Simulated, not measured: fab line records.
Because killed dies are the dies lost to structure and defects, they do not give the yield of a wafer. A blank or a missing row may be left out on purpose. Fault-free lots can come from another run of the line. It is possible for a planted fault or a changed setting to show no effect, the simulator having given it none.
Problem report in the 8D (eight disciplines) form, filled by code || flow sky130 || the parts of the form that need people (team, actions taken, sign-off) are left out

## 1. THE ISSUE
Mean RES_XHIGH_TW at SKY_RES_XHIGH_TW_MEAS_09: 1551 over 3 wafers in 2 lots; fault-free wafers: 1641, standard deviation 19. That puts it -4.7 standard deviations away from the usual mean.
First observed at day 29 16:37: wafer L783.3, on film metro-03. The record holds 34 wafers of 12 lots with a number at this step. Rule for "out", or "out of limits": more than 4 standard deviations from the usual mean. Any other wafer with a number is counted as sound.

## 2. WHAT THIS IS AND IS NOT
{"question": "which readings at this step", "is": "RES_XHIGH_TW", "is not": "-"}
{"question": "which lots", "is": "L783, L786", "is not": "L774, L777, L778, L779, L784, L790, L791, L794, L796, L797"}
{"question": "which wafers of those lots", "is": "L783.3, L786.3, L786.6", "is not": "L783.2"}
{"question": "read on which gauges", "is": "film metro-03", "is not": "film metro-01, film metro-02"}
{"question": "when", "is": "from day 29 16:37", "is not": "up to then (13 sound wafers); but 18 sound wafers of L784, L790, L791, L794, L796, L797 came after"}

## 3. THE SUSPECTS, EACH WITH WHAT RULES IT OUT
Counting: any tool at a process step up to the reading remains a suspect provided it ran every lot that is out. Sound lots after the first of them don't rule it out here, since some wafers of a struck lot are sound.
- the gauge at SKY_RES_XHIGH_TW_MEAS_09: ruled out. All the wafers that are out were read on film metro-03, but those of them that SKY_SD_N_RS_MEAS_18 has rows for are out there too, on other tools.
- implanter-04 at SKY_RES_XHIGH_IMPLANT_07: kept. Ran every lot that is out, first one L783 (day 29 16:22); last sound lot up to then L779 (day 29 04:11).
- plasma asher-01 at SKY_RES_XHIGH_STRIP_08 (strips in O2/N2): kept. Ran every lot that is out, first one L783 (day 29 16:30); last sound lot up to then L778 (day 29 00:57).
After counting, implanter-04 at SKY_RES_XHIGH_IMPLANT_07 and plasma asher-01 at SKY_RES_XHIGH_STRIP_08 remain.

## 4. THE CAUSE (what the simulator had put in)
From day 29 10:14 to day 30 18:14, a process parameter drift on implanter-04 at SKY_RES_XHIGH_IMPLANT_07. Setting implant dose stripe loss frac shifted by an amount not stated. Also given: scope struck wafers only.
Counting left 2 suspects, and this tool is among them.

## 5. THE CHAIN OF EFFECTS, in route order
Each row: a reading where the mean over the struck wafers with a number is more than 3 standard deviations away from the usual. Readings are gone through only where the record gives a usual standard deviation; hours: the median, over the lots, of the time from a lot's start at the first step in this table giving one to that lot's start at this step; sigmas: the change measured in usual standard deviations.
{"hours": 0, "step": "SKY_RES_XHIGH_STRIP_08", "reading": "strip time to endpoint s", "usual": "14.29 s", "on struck wafers": 14.19, "change": -0.10, "sigmas": -3.2}
{"hours": 0, "step": "SKY_RES_XHIGH_TW_MEAS_09", "reading": "RES_XHIGH_TW", "usual": 1641, "on struck wafers": 1551, "change": -90, "sigmas": -4.7}
{"hours": 29, "step": "SKY_SD_N_RS_MEAS_18", "reading": "RES_XHIGH_RS", "usual": "333.3 ohm/sq", "on struck wafers": 373.9, "change": "+40.6", "sigmas": "+31"}
Process steps it contains:
- SKY_RES_XHIGH_STRIP_08: strips in O2/N2.
At these later measuring or inspecting steps, every struck wafer for which the step has a row has a number for every such reading, and none has moved that far: SKY_SD_N_OVL_MEAS_08.

## 6. WHAT WOULD HAVE CAUGHT IT SOONER
In this record the first reading out of limits at a measuring or inspecting step was taken at day 29 16:37, 6 hours after the fault began at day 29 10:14.
Of the lots that are out (2), L786 began SKY_RES_XHIGH_IMPLANT_07 on implanter-04 after day 29 16:37. A hold on the tool at that time would have spared it.
